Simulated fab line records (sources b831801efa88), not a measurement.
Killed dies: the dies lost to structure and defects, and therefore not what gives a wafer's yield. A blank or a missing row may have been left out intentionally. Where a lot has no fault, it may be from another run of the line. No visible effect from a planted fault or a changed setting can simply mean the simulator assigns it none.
The tool behind it: which one? / flow sky130 / 39 wafers from 13 lots sampled at 3 of the route's 708 steps

== WHAT THE GAUGES SHOWED, per wafer ==
SKY_SD_N_RS_MEAS_16: the measuring method here is four-point-probe.
lot=L599; measured=day 28 07:28; on=film-metro-02; SD_N_RS (ohm/sq)=68.29 68.38 68.31
lot=L600; measured=day 28 17:38; on=film-metro-04; SD_N_RS (ohm/sq)=68.29 68.43 68.46
lot=L602; measured=day 29 08:26; on=film-metro-02; SD_N_RS (ohm/sq)=68.34 68.47 68.49
lot=L604; measured=day 30 09:11; on=film-metro-01; SD_N_RS (ohm/sq)=68.66 68.47 68.65
lot=L609; measured=day 32 14:45; on=film-metro-01; SD_N_RS (ohm/sq)=68.72 68.54 68.64
lot=L611; measured=day 32 17:21; on=film-metro-04; SD_N_RS (ohm/sq)=68.48 68.48 68.35
lot=L610; measured=day 32 18:01; on=film-metro-04; SD_N_RS (ohm/sq)=68.44 68.54 68.52
lot=L613; measured=day 33 03:52; on=film-metro-01; SD_N_RS (ohm/sq)=68.77 68.70 68.64
lot=L614; measured=day 33 13:44; on=film-metro-04; SD_N_RS (ohm/sq)=68.28 68.41 68.16
lot=L616; measured=day 33 20:56; on=film-metro-01; SD_N_RS (ohm/sq)=68.71 68.84 68.72
lot=L615; measured=day 33 22:27; on=film-metro-02; SD_N_RS (ohm/sq)=68.37 68.37 68.31
lot=L617; measured=day 34 04:54; on=film-metro-02; SD_N_RS (ohm/sq)=68.34 68.46 68.54
lot=L618; measured=day 34 12:40; on=film-metro-01; SD_N_RS (ohm/sq)=68.68 68.76 68.64

== EACH LOT AND THE TOOL THAT RAN IT (in order: tool; ch and the chambers of the sampled wafers; start) ==
lot=L599; SKY_POLY_CUT_STRIP_12=plasma-asher-04 ch 0,1, day 24 15:03; SKY_SD_N_CLEAN_13=wet-bench-02 ch 2, day 28 07:15
lot=L600; SKY_POLY_CUT_STRIP_12=plasma-asher-04 ch 0,1, day 25 03:40; SKY_SD_N_CLEAN_13=wet-bench-02 ch 0, day 28 17:19
lot=L602; SKY_POLY_CUT_STRIP_12=plasma-asher-03 ch 0,1, day 25 18:19; SKY_SD_N_CLEAN_13=wet-bench-03 ch 0, day 29 08:13
lot=L604; SKY_POLY_CUT_STRIP_12=plasma-asher-01 ch 0,1, day 26 18:50; SKY_SD_N_CLEAN_13=wet-bench-02 ch 2, day 30 08:55
lot=L609; SKY_POLY_CUT_STRIP_12=plasma-asher-04 ch 0,1, day 29 02:31; SKY_SD_N_CLEAN_13=wet-bench-03 ch 3, day 32 14:31
lot=L611; SKY_POLY_CUT_STRIP_12=plasma-asher-04 ch 0,1, day 29 05:49; SKY_SD_N_CLEAN_13=wet-bench-03 ch 3, day 32 17:07
lot=L610; SKY_POLY_CUT_STRIP_12=plasma-asher-04 ch 0,1, day 29 06:34; SKY_SD_N_CLEAN_13=wet-bench-04 ch 2, day 32 17:46
lot=L613; SKY_POLY_CUT_STRIP_12=plasma-asher-03 ch 0,1, day 29 17:16; SKY_SD_N_CLEAN_13=wet-bench-03 ch 2, day 33 03:34
lot=L614; SKY_POLY_CUT_STRIP_12=plasma-asher-04 ch 0,1, day 30 02:42; SKY_SD_N_CLEAN_13=wet-bench-03 ch 2, day 33 13:27
lot=L616; SKY_POLY_CUT_STRIP_12=plasma-asher-03 ch 0,1, day 30 09:43; SKY_SD_N_CLEAN_13=wet-bench-04 ch 1, day 33 20:42
lot=L615; SKY_POLY_CUT_STRIP_12=plasma-asher-03 ch 0,1, day 30 11:45; SKY_SD_N_CLEAN_13=wet-bench-04 ch 1, day 33 22:13
lot=L617; SKY_POLY_CUT_STRIP_12=plasma-asher-03 ch 0,1, day 30 18:01; SKY_SD_N_CLEAN_13=wet-bench-04 ch 1, day 34 04:41
lot=L618; SKY_POLY_CUT_STRIP_12=plasma-asher-04 ch 0,1, day 31 02:45; SKY_SD_N_CLEAN_13=wet-bench-02 ch 2, day 34 12:24
- SKY_POLY_CUT_STRIP_12: strips in O2/N2.
- SKY_SD_N_CLEAN_13: cleans in SC1/SC2, time 150 s.

== AS READ BY THE TOOLS THEMSELVES (means over the sampled wafers that have a number; for cases with no such wafer, the mark the record gives instead) ==
SKY_POLY_CUT_STRIP_12.
lot=L599; tool=plasma-asher-04; drypump-motor-current-A (A)=6.1; oes-product-au (a.u.)=0.448; strip-time-to-endpoint-s (s)=5.334
lot=L600; tool=plasma-asher-04; drypump-motor-current-A (A)=6.1; oes-product-au (a.u.)=0.457; strip-time-to-endpoint-s (s)=5.371
lot=L602; tool=plasma-asher-03; drypump-motor-current-A (A)=5.6; oes-product-au (a.u.)=0.456; strip-time-to-endpoint-s (s)=5.361
lot=L604; tool=plasma-asher-01; drypump-motor-current-A (A)=5.8; oes-product-au (a.u.)=0.449; strip-time-to-endpoint-s (s)=5.353
lot=L609; tool=plasma-asher-04; drypump-motor-current-A (A)=6.1; oes-product-au (a.u.)=0.451; strip-time-to-endpoint-s (s)=5.356
lot=L611; tool=plasma-asher-04; drypump-motor-current-A (A)=6.0; oes-product-au (a.u.)=0.451; strip-time-to-endpoint-s (s)=5.357
lot=L610; tool=plasma-asher-04; drypump-motor-current-A (A)=6.0; oes-product-au (a.u.)=0.451; strip-time-to-endpoint-s (s)=5.349
lot=L613; tool=plasma-asher-03; drypump-motor-current-A (A)=5.9; oes-product-au (a.u.)=0.453; strip-time-to-endpoint-s (s)=5.352
lot=L614; tool=plasma-asher-04; drypump-motor-current-A (A)=6.1; oes-product-au (a.u.)=0.457; strip-time-to-endpoint-s (s)=5.361
lot=L616; tool=plasma-asher-03; drypump-motor-current-A (A)=5.6; oes-product-au (a.u.)=0.450; strip-time-to-endpoint-s (s)=5.349
lot=L615; tool=plasma-asher-03; drypump-motor-current-A (A)=5.9; oes-product-au (a.u.)=0.453; strip-time-to-endpoint-s (s)=5.352
lot=L617; tool=plasma-asher-03; drypump-motor-current-A (A)=5.9; oes-product-au (a.u.)=0.452; strip-time-to-endpoint-s (s)=5.346
lot=L618; tool=plasma-asher-04; drypump-motor-current-A (A)=6.1; oes-product-au (a.u.)=0.452; strip-time-to-endpoint-s (s)=5.363

SKY_SD_N_CLEAN_13.
lot=L599; tool=wet-bench-02; run-length-s (s)=177
lot=L600; tool=wet-bench-02; run-length-s (s)=174
lot=L602; tool=wet-bench-03; run-length-s (s)=176
lot=L604; tool=wet-bench-02; run-length-s (s)=178
lot=L609; tool=wet-bench-03; run-length-s (s)=54
lot=L611; tool=wet-bench-03; run-length-s (s)=54
lot=L610; tool=wet-bench-04; run-length-s (s)=184
lot=L613; tool=wet-bench-03; run-length-s (s)=184
lot=L614; tool=wet-bench-03; run-length-s (s)=183
lot=L616; tool=wet-bench-04; run-length-s (s)=176
lot=L615; tool=wet-bench-04; run-length-s (s)=177
lot=L617; tool=wet-bench-04; run-length-s (s)=183
lot=L618; tool=wet-bench-02; run-length-s (s)=184

== THE ANSWER, worked out from the rows above alone ==
Rule: the lots themselves supply what counts as usual. Put in order of their means at a reading, lots are off if they are a third of the lots or fewer, leave a main group of 4 or more, and stand apart from it by a gap of 3 or more times the standard deviation of the main group's means; of several such gaps the widest counts. If all means in a main group match to the digits the tables above print for the reading, that group is not used. A lot without any number at a reading at which 4 lots or more have one is off too. The other lots that the step has rows for count as sound. After the gauges, taken in route order, come the tools' own readings; for these a lot's mean is taken, as printed above. At the first step where some lot is off, the reading lying furthest off is the one used; lots without a number count as furthest.
Off: L609, L611 (SKY_SD_N_CLEAN_13, run-length-s). For the main group the mean is 180 s and the standard deviation 3.7.
If a tool, at that step or one of the process steps before it, ran each lot that is off and ran no sound lot following the first of them, it fits. Not one of the candidates tried fits.

== WHAT HAD BEEN PUT IN BY THE SIMULATOR ==
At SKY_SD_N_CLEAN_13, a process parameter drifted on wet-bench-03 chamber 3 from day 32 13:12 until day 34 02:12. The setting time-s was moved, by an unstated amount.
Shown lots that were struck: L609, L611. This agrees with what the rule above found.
